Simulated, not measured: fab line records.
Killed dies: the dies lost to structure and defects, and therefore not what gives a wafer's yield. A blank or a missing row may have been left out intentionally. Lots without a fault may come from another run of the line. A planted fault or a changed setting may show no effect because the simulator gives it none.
fab line records | flow sfq-line
[record] lots = 5 | wafers = 23
route steps=325 shown I7@300 M8@313
start-h: hours from the record's opening day to when the first of the lot's shown wafers began | wait-h: hours since the lot's step before | " identical to the entry in the row above | L1.1+2: a row that stands for several wafers | - no value, or no start given | * or withheld: withheld | < > ~ a bound
route shown NAME@n: names a module that has steps shown in the file, with the first one's number in the route | usual: mean/standard deviation taken from wafers without a fault | same: alike in all rows | chamber/n: place in a boat | sites: the reading at each site | _std_site: the standard deviation of these | _edge_site: mean of outer sites minus mean of inner sites | radius-mm: for every site, how far away it sits from the centre of the wafer | mask NAME#n: copy n | behind: tool/chamber where the wafer was last shaped | hold: cause of the lot's hold/its duration in hours/its outcome | device: the n, p or np transistor that did not switch | end of line: the route-end tests of the same wafers | a step without rows: its recipe alone | killed: at the first sort, the dies lost to defects and structure; wafer yield is something else | map: dies across one wafer; x = killed, . = not, _ = none there
set.NAME: the run value of the setting; set.NAME@STEP: its run value at that earlier step | model.NAME: the simulator's own value behind a step, which no gauge read
lots run with intentionally changed settings; tables by step, rows by wafer
[[steps]]
[step SFQ_TRILAYER_I7_VIA_LITHO_COAT_192]
[recipe] resist = BARC | spin-rpm = 3000 | resist-thk-nm = 62
lot.wafer | tool           | chamber | start-h | wait-h | set.spin-rpm | model.BARC_of_TRILAYER_I7_VIA_LITHO_COAT_192.thk-nm
L074.2    | litho-track-02 | 0       | 1691.60 | 0.8    | 3000         | 61.82
L074.4    | "              | 0       | "       | "      | 3000         | 61.95
L074.5    | "              | 0       | "       | "      | 3000         | 61.7
L076.2    | litho-track-02 | 0       | 1700.99 | 0.8    | 3000         | 62.12
L076.3    | "              | 0       | "       | "      | 3000         | 61.95
L076.4    | "              | 0       | "       | "      | 3000         | 61.9
L076.5    | "              | 0       | "       | "      | 3000         | 61.84
L076.6    | "              | 0       | "       | "      | 3000         | 61.94
L078.1    | litho-track-02 | 0       | 1723.86 | 1.0    | 3061         | 61.2
L078.2    | "              | 0       | "       | "      | 3000         | 61.86
L078.3    | "              | 0       | "       | "      | 3000         | 61.72
L078.4    | "              | 0       | "       | "      | 3061         | 61.27
L078.5    | "              | 0       | "       | "      | 3000         | 61.94
L080.2    | litho-track-03 | 0       | 1736.33 | 0.8    | 3000         | 61.61
L080.3    | "              | 0       | "       | "      | 3198         | 59.84
L080.4    | "              | 0       | "       | "      | 3000         | 61.69
L080.5    | "              | 0       | "       | "      | 3000         | 61.7
L080.6    | "              | 0       | "       | "      | 3198         | 59.71
L083.1    | litho-track-02 | 0       | 1743.88 | 1.0    | 3000         | 61.85
L083.3    | "              | 0       | "       | "      | 3000         | 61.83
L083.4    | "              | 0       | "       | "      | 3000         | 61.99
L083.5    | "              | 0       | "       | "      | 3162         | 60.33
L083.6    | "              | 0       | "       | "      | 3162         | 60.24
[step SFQ_TRILAYER_I7_VIA_BARC_OPEN_VIA_ETCH_260]
[recipe] mask-material = PR | chemistry = O2 | target-depth-nm = 125 | target = BARC | source-w = 500 | bias-w = 80 | pressure-mtorr = 30 | time-s = 41.7
lot.wafer  | tool        | chamber | start-h | wait-h | set.time-s | set.spin-rpm@TRILAYER_I7_VIA_LITHO_COAT_192 | model.etch.depth-nm
L074.2     | rie-diel-02 | 3       | 1700.61 | 0.0    | 41.7       | 3000                                        | 61.82
L074.4     | "           | 0       | "       | "      | 41.7       | 3000                                        | 61.95
L074.5     | "           | 3       | "       | "      | 41.7       | 3000                                        | 61.7
L076.2+6   | rie-diel-02 | 3,0     | 1705.41 | 0.0    | 39.48      | 3000                                        | -
L076.3     | "           | 1       | "       | "      | 41.7       | 3000                                        | 61.95
L076.4+5   | "           | 2,3     | "       | "      | 41.7       | 3000                                        | -
L078.1     | rie-diel-01 | 1       | 1808.12 | 0.0    | 41.7       | 3061                                        | 61.2
L078.2+3+5 | "           | 2,3,1   | "       | "      | 41.7       | 3000                                        | -
L078.4     | "           | 0       | "       | "      | 41.7       | 3061                                        | 61.27
L080.2     | rie-diel-03 | 2       | 1822.24 | 0.0    | 41.7       | 3000                                        | -
L080.3     | "           | 1       | "       | "      | 41.7       | 3198                                        | 59.84
L080.4     | "           | 2       | "       | "      | 41.7       | 3000                                        | 61.69
L080.5     | "           | 3       | "       | "      | 41.7       | 3000                                        | 61.7
L080.6     | "           | 1       | "       | "      | 41.7       | 3198                                        | -
L083.1     | rie-diel-03 | 2       | 1831.84 | 0.0    | 44.22      | 3000                                        | 61.85
L083.3     | "           | 1       | "       | "      | 44.22      | 3000                                        | -
L083.4     | "           | 2       | "       | "      | 41.7       | 3000                                        | -
L083.5     | "           | 1       | "       | "      | 44.22      | 3162                                        | -
L083.6     | "           | 2       | "       | "      | 41.7       | 3162                                        | 60.24
[step SFQ_TRILAYER_I7_VIA_ETCH_VIA_ETCH_190]
[recipe] target = SiO2 | stop-on = Nb | mask-material = PR | taper-deg = 20 | chemistry = CHF3 | target-depth-nm = 260 | source-w = 500 | bias-w = 80 | pressure-mtorr = 30 | time-s = withheld
[usual] oes-product-au = 0.854/0.0045
lot.wafer | tool        | chamber | start-h | wait-h | set.leave-above-ref-nm@TRILAYER_I7_CMP_CMP_184 | oes-product-au | model.etch.depth-nm | model.I7.feature-depth-nm
L074.2    | rie-diel-02 | 3       | 1700.65 | 0.0    | 200                                            | 0.857          | 198.7               | 198.7
L074.4    | "           | 0       | "       | "      | 200                                            | 0.848          | 199.9               | 199.9
L074.5    | "           | 3       | "       | "      | 200                                            | 0.851          | 200.9               | 200.9
L076.2    | rie-diel-02 | 3       | 1705.45 | 0.0    | 200                                            | 0.849          | -                   | 198.7
L076.3    | "           | 1       | "       | "      | 200                                            | 0.848          | 197.7               | 197.7
L076.4    | "           | 2       | "       | "      | 188.5                                          | 0.825          | -                   | 187
L076.5    | "           | 3       | "       | "      | 200                                            | 0.847          | -                   | 197.3
L076.6    | "           | 0       | "       | "      | 188.5                                          | 0.825          | -                   | 188.4
L078.1    | rie-diel-01 | 1       | 1808.16 | 0.0    | 200                                            | 0.851          | 198.7               | 198.7
L078.2    | "           | 2       | "       | "      | 200                                            | 0.848          | -                   | 199.7
L078.3    | "           | 3       | "       | "      | 211.4                                          | 0.885          | -                   | 211.3
L078.4    | "           | 0       | "       | "      | 211.4                                          | 0.874          | 210.4               | 210.4
L078.5    | "           | 1       | "       | "      | 200                                            | 0.857          | -                   | 201.2
L080.2    | rie-diel-03 | 2       | 1822.28 | 0.0    | 200                                            | 0.851          | -                   | 201.3
L080.3    | "           | 1       | "       | "      | 200                                            | 0.849          | 199.5               | 199.5
L080.4    | "           | 2       | "       | "      | 200                                            | 0.849          | 199.7               | 199.7
L080.5    | "           | 3       | "       | "      | 195.1                                          | 0.845          | 195.2               | 195.2
L080.6    | "           | 1       | "       | "      | 195.1                                          | 0.841          | -                   | 194.6
L083.1    | rie-diel-03 | 2       | 1831.90 | 0.0    | 200                                            | 0.855          | 198.8               | 198.8
L083.3    | "           | 1       | "       | "      | 200                                            | 0.856          | -                   | 200.3
L083.4    | "           | 2       | "       | "      | 200                                            | 0.861          | -                   | 200.4
L083.5    | "           | 1       | "       | "      | 200                                            | 0.853          | -                   | 199.7
L083.6    | "           | 2       | "       | "      | 200                                            | 0.856          | 200.4               | 200.4
[step SFQ_TRILAYER_M8_LITHO_COAT_193]
[recipe] resist = KrF | spin-rpm = 3000 | resist-thk-nm = 600
lot.wafer | tool           | chamber | start-h | wait-h | set.resist-thk-nm | model.KrF_of_TRILAYER_M8_LITHO_COAT_193.thk-nm
L074.2    | litho-track-01 | 0       | -       | -      | 600               | 598.9
L074.4    | "              | 0       | "       | "      | 600               | 600
L074.5    | "              | 0       | "       | "      | 600               | 600.1
L076.2    | litho-track-03 | 0       | -       | -      | 580.8             | 576.6
L076.3    | "              | 0       | "       | "      | 580.8             | 578.1
L076.4    | "              | 0       | "       | "      | 580.8             | 577.7
L076.5    | "              | 0       | "       | "      | 600               | 598.2
L076.6    | "              | 0       | "       | "      | 600               | 599.5
L078.1    | litho-track-03 | 0       | -       | -      | 630.7             | 628.2
L078.2    | "              | 0       | "       | "      | 630.7             | 626.5
L078.3    | "              | 0       | "       | "      | 630.7             | 627.7
L078.4    | "              | 0       | "       | "      | 600               | 597.8
L078.5    | "              | 0       | "       | "      | 600               | 597.3
L080.2    | litho-track-03 | 0       | -       | -      | 574.1             | 571.4
L080.3    | "              | 0       | "       | "      | 574.1             | 571.9
L080.4    | "              | 0       | "       | "      | 600               | 597.6
L080.5    | "              | 0       | "       | "      | 600               | 597.3
L080.6    | "              | 0       | "       | "      | 574.1             | 573.9
L083.1    | litho-track-02 | 0       | -       | -      | 600               | 599.6
L083.3    | "              | 0       | "       | "      | 632.4             | 632.2
L083.4    | "              | 0       | "       | "      | 632.4             | 633.6
L083.5+6  | "              | 0       | "       | "      | 600               | 600.9
[step SFQ_TRILAYER_M8_DEP_EVAP_197]
[recipe] material = Ti | angular-spread-deg = 1 | target-thk-nm = 20 | time-s = 100 | power-w = 2000
lot.wafer | tool           | chamber | start-h | wait-h | set.time-s | model.Ti_of_TRILAYER_M8_DEP_EVAP_197.thk-nm
L074.2    | pvd-sputter-01 | -       | 1708.33 | 0.0    | 100        | 19.96
L074.4    | "              | -       | "       | "      | 100        | 19.54
L074.5    | "              | -       | "       | "      | 100        | 20.02
L076.2    | pvd-sputter-01 | -       | 1717.28 | 0.0    | 100        | 20.33
L076.3    | "              | -       | "       | "      | 100        | 20.07
L076.4    | "              | -       | "       | "      | 100        | 20.25
L076.5    | "              | -       | "       | "      | 100        | 20.18
L076.6    | "              | -       | "       | "      | 100        | 20.01
L078.1    | pvd-sputter-01 | -       | 1820.22 | 0.0    | 100        | 20.05
L078.2    | "              | -       | "       | "      | 100        | 20.07
L078.3    | "              | -       | "       | "      | 111.9      | 22.3
L078.4    | "              | -       | "       | "      | 111.9      | 22.34
L078.5    | "              | -       | "       | "      | 111.9      | 22.29
L080.2    | pvd-sputter-01 | -       | 1829.94 | 0.0    | 100        | 20.01
L080.3    | "              | -       | "       | "      | 85.13      | 17.07
L080.4    | "              | -       | "       | "      | 85.13      | 17.3
L080.5    | "              | -       | "       | "      | 100        | 20.06
L080.6    | "              | -       | "       | "      | 85.13      | 17.32
L083.1    | pvd-sputter-02 | -       | 1837.14 | 0.0    | 100        | 20.19
L083.3    | "              | -       | "       | "      | 111.6      | 22.06
L083.4    | "              | -       | "       | "      | 100        | 19.97
L083.5    | "              | -       | "       | "      | 100        | 20.06
L083.6    | "              | -       | "       | "      | 111.6      | 22.5
[[key]]
[split] step = SFQ_TRILAYER_I7_VIA_LITHO_COAT_192 | setting = spin-rpm | stated = 3000 | by = wafer
[response] step = SFQ_TRILAYER_I7_VIA_LITHO_COAT_192 | reading = model.BARC_of_TRILAYER_I7_VIA_LITHO_COAT_192.thk-nm | change = -0.291 | per = 1% | r = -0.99
[response] step = SFQ_TRILAYER_I7_VIA_BARC_OPEN_VIA_ETCH_260 | reading = model.etch.depth-nm | change = -0.286 | per = 1% | r = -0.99
[split] step = SFQ_TRILAYER_I7_VIA_BARC_OPEN_VIA_ETCH_260 | setting = time-s | stated = 41.7 | by = wafer
response none clear
[split] step = SFQ_TRILAYER_M8_LITHO_COAT_193 | setting = resist-thk-nm | stated = 600 | by = wafer
[response] step = SFQ_TRILAYER_M8_LITHO_COAT_193 | reading = model.KrF_of_TRILAYER_M8_LITHO_COAT_193.thk-nm | change = +5.99 | per = 1% | r = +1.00
[split] step = SFQ_TRILAYER_M8_DEP_EVAP_197 | setting = time-s | stated = 100 | by = wafer
[response] step = SFQ_TRILAYER_M8_DEP_EVAP_197 | reading = model.Ti_of_TRILAYER_M8_DEP_EVAP_197.thk-nm | change = +0.189 | per = 1% | r = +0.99
split outside-this-file step=SFQ_TRILAYER_I7_CMP_CMP_184 setting=leave-above-ref-nm
// split outside-this-file: this setting was split too, and the file shows its column; the key of that split is in another file
